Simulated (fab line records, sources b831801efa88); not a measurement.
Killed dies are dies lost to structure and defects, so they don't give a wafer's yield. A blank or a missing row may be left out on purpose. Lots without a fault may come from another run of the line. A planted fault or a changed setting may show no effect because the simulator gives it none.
Tool commonality check | flow sky130 | 12 lots, 36 wafers sampled

WHY IT WAS OPENED
At SKY_LDD_N_TW_MEAS_17 the reading LDD_N_TW is flagged on 3 of 12 lots. Wafers without a fault read 2594, standard deviation 16.
Rule: a lot is flagged when every wafer of it that has a number lies more than 4 standard deviations from that mean, or none has a number. The other lots count as sound.

lot  | measured     | on            | LDD_N_TW, wafer by wafer | flag
L125 | day 18 18:53 | film_metro-01 | 2611 2592 2599           |
L127 | day 19 04:56 | film_metro-01 | 2596 2598 2619           |
L130 | day 20 12:44 | film_metro-04 | 2607 2604 2615           |
L131 | day 20 15:13 | film_metro-04 | 2604 2608 2602           |
L129 | day 20 15:34 | film_metro-02 | 2548 2571 2558           |
L132 | day 20 19:57 | film_metro-01 | 2587 2586 2593           |
L134 | day 22 13:40 | film_metro-04 | 2608 2594 2604           |
L136 | day 22 16:04 | film_metro-04 | 2609 2604 2600           |
L135 | day 22 17:13 | film_metro-04 | 2609 2611 2607           |
L141 | day 24 02:36 | film_metro-04 | 2846 2850 2843           | FLAGGED
L142 | day 24 05:26 | film_metro-04 | 2864 2864 2854           | FLAGGED
L144 | day 25 00:26 | film_metro-04 | 2873 2880 2874           | FLAGGED
The numbers of the flagged lots are 2861 on average: +267 against the usual, or +17 standard deviations.

WHICH TOOL RAN EACH LOT
The record holds 2 process steps before the reading, out of a route of 708 steps. In each cell: the tool, then ch and the chambers that the sampled wafers went through, then the start.
lot  | flag    | SKY_LDD_N_IMPLANT_10            | SKY_LDD_N_STRIP_16
L125 |         | implanter-03 ch 0, day 18 17:55 | plasma_asher-02 ch 0,1, day 18 18:48
L127 |         | implanter-02 ch 0, day 19 03:56 | plasma_asher-02 ch 0,1, day 19 04:49
L130 |         | implanter-01 ch 0, day 20 11:44 | plasma_asher-01 ch 0,1, day 20 12:37
L131 |         | implanter-01 ch 0, day 20 14:14 | plasma_asher-01 ch 0,1, day 20 15:07
L129 |         | implanter-03 ch 0, day 20 14:34 | plasma_asher-02 ch 0,1, day 20 15:28
L132 |         | implanter-01 ch 0, day 20 18:57 | plasma_asher-01 ch 0,1, day 20 19:51
L134 |         | implanter-01 ch 0, day 22 12:41 | plasma_asher-02 ch 0,1, day 22 13:34
L136 |         | implanter-03 ch 0, day 22 15:04 | plasma_asher-02 ch 0,1, day 22 15:57
L135 |         | implanter-01 ch 0, day 22 16:13 | plasma_asher-03 ch 0,1, day 22 17:07
L141 | FLAGGED | implanter-01 ch 0, day 24 01:36 | plasma_asher-01 ch 0,1, day 24 02:30
L142 | FLAGGED | implanter-01 ch 0, day 24 04:28 | plasma_asher-01 ch 0,1, day 24 05:21
L144 | FLAGGED | implanter-01 ch 0, day 24 23:28 | plasma_asher-03 ch 0,1, day 25 00:21
What these steps do:
- SKY_LDD_N_IMPLANT_10
- SKY_LDD_N_STRIP_16: strips in O2/N2.
- SKY_LDD_N_TW_MEAS_17

FLAGGED OVER TOTAL, TOOL BY TOOL (the gauges that took the reading come last)
step                 | tool            | lots run | flagged | share of the flagged lots | sound lots run after its first flagged lot
SKY_LDD_N_IMPLANT_10 | implanter-01    | 8        | 3       | all                       | 0
SKY_LDD_N_IMPLANT_10 | implanter-02    | 1        | 0       | none                      | -
SKY_LDD_N_IMPLANT_10 | implanter-03    | 3        | 0       | none                      | -
SKY_LDD_N_STRIP_16   | plasma_asher-01 | 5        | 2       | some                      | 0
SKY_LDD_N_STRIP_16   | plasma_asher-02 | 5        | 0       | none                      | -
SKY_LDD_N_STRIP_16   | plasma_asher-03 | 2        | 1       | some                      | 0
SKY_LDD_N_TW_MEAS_17 | film_metro-01   | 3        | 0       | none                      | -
SKY_LDD_N_TW_MEAS_17 | film_metro-02   | 1        | 0       | none                      | -
SKY_LDD_N_TW_MEAS_17 | film_metro-04   | 8        | 3       | all                       | 0

WHAT THE TABLE ALLOWS
2 rows of the table ran every flagged lot: implanter-01 at SKY_LDD_N_IMPLANT_10, film_metro-04 at SKY_LDD_N_TW_MEAS_17.
- implanter-01 at SKY_LDD_N_IMPLANT_10: 3 of its 8 lots flagged. Its last sound lot is L135 (day 22 16:13), its first flagged lot L141 (day 24 01:36): a fault that began between those two fits. Its own readings lie more than 4 standard deviations out on every wafer of the flagged lots: beam_on_s, dose_ions_cm2, faraday_current_uA.
- film_metro-04 at SKY_LDD_N_TW_MEAS_17: 3 of its 8 lots flagged. Its last sound lot is L135 (day 22 17:13), its first flagged lot L141 (day 24 02:36): a fault that began between those two fits.
Counting lots can't tell these 2 tools apart, because each fits a fault that began at some hour. More lots, or a look at what each step does to the wafer, might.

WHAT THE SIMULATOR HAD PUT IN
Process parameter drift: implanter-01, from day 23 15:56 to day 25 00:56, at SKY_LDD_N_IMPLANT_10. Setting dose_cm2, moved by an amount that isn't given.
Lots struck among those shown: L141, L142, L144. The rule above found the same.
